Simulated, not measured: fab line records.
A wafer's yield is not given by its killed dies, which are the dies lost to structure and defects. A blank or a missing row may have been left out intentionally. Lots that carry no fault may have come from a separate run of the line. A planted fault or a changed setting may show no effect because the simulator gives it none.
One fault seen from 2 desks | flow sky130 | each desk holds nothing but its own numbers, with what lay behind them at the end

TOOL OWNER'S DESK, implanter-01
The tool's own readings at SKY_VT_ADJUST_HVTR_IMPLANT_09: means of the sampled wafers that have a number, for each lot that ran on this tool. If a lot's mean is further than 4 standard deviations from the usual mean, the lot is out of limits and carries the mark OUT (the distance appears in the brackets).
Columns: A = dose ions cm2 at SKY_VT_ADJUST_HVTR_IMPLANT_09, usual 2.1005e+12; B = faraday current uA at SKY_VT_ADJUST_HVTR_IMPLANT_09, usual 11.81
lot  | first seen here | A                            | B
L677 | day 11 14:50    | 2.0984e+12                   | 11.88
L682 | day 13 04:47    | 1.4746e+12 (-99 or more) OUT | 8.26 (-17) OUT
L683 | day 13 11:44    | 1.4803e+12 (-99 or more) OUT | 8.20 (-17) OUT
L684 | day 13 18:09    | 1.4778e+12 (-99 or more) OUT | 8.48 (-16) OUT
L692 | day 16 05:54    | 2.1021e+12                   | 11.71
Finding of this desk: L682, L683, L684 out of limits; the first was L682 at day 13 04:47, on dose ions cm2 at SKY_VT_ADJUST_HVTR_IMPLANT_09. Within limits: L677, L692.

AT THE METROLOGY DESK
Lot by lot, what the gauges showed, no matter which tool ran the lot: averages of those sampled wafers that carry a number. If a lot's mean is further than 4 standard deviations from the usual mean, the lot is out of limits and carries the mark OUT (the distance appears in the brackets).
Columns: A = VT_ADJUST_HVTR_TW at SKY_VT_ADJUST_HVTR_TW_MEAS_11, usual 209.6
lot  | first seen here | A
L672 | day 9 22:36     | 213.0
L674 | day 10 10:13    | 208.5
L675 | day 10 23:53    | 209.7
L676 | day 11 06:59    | 210.4
L677 | day 11 15:05    | 206.4
L682 | day 13 05:02    | 185.6 (-10) OUT
L683 | day 13 11:57    | 190.5 (-8.0) OUT
L684 | day 13 18:23    | 191.9 (-7.4) OUT
L688 | day 14 22:33    | 212.6
L690 | day 15 15:02    | 206.7
L692 | day 16 06:07    | 209.9
L693 | day 16 13:57    | 210.5
Per this desk, out of limits: L682, L683, L684; the first was L682, day 13 05:02 (VT_ADJUST_HVTR_TW at SKY_VT_ADJUST_HVTR_TW_MEAS_11). Within limits: L672, L674, L675, L676, L677, L688, L690, L692, L693.

TAKEN TOGETHER
The tool owner's desk had the chance to raise an alarm at day 13 04:47 on L682, L683, L684.
L682, L683, L684 would have let the metrology desk raise an alarm at day 13 05:02.
SKY_VT_ADJUST_HVTR_IMPLANT_09 was run on implanter-01 by each of the lots named.

WHAT HAD BEEN PUT IN BY THE SIMULATOR
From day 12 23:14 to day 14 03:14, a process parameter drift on implanter-01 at SKY_VT_ADJUST_HVTR_IMPLANT_09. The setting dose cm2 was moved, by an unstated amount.
Struck lots among those shown: L682, L683, L684.
Delay (hours) between the fault's onset and each desk's first out-of-limits reading: 6 at the tool owner's desk, 6 at the metrology desk.
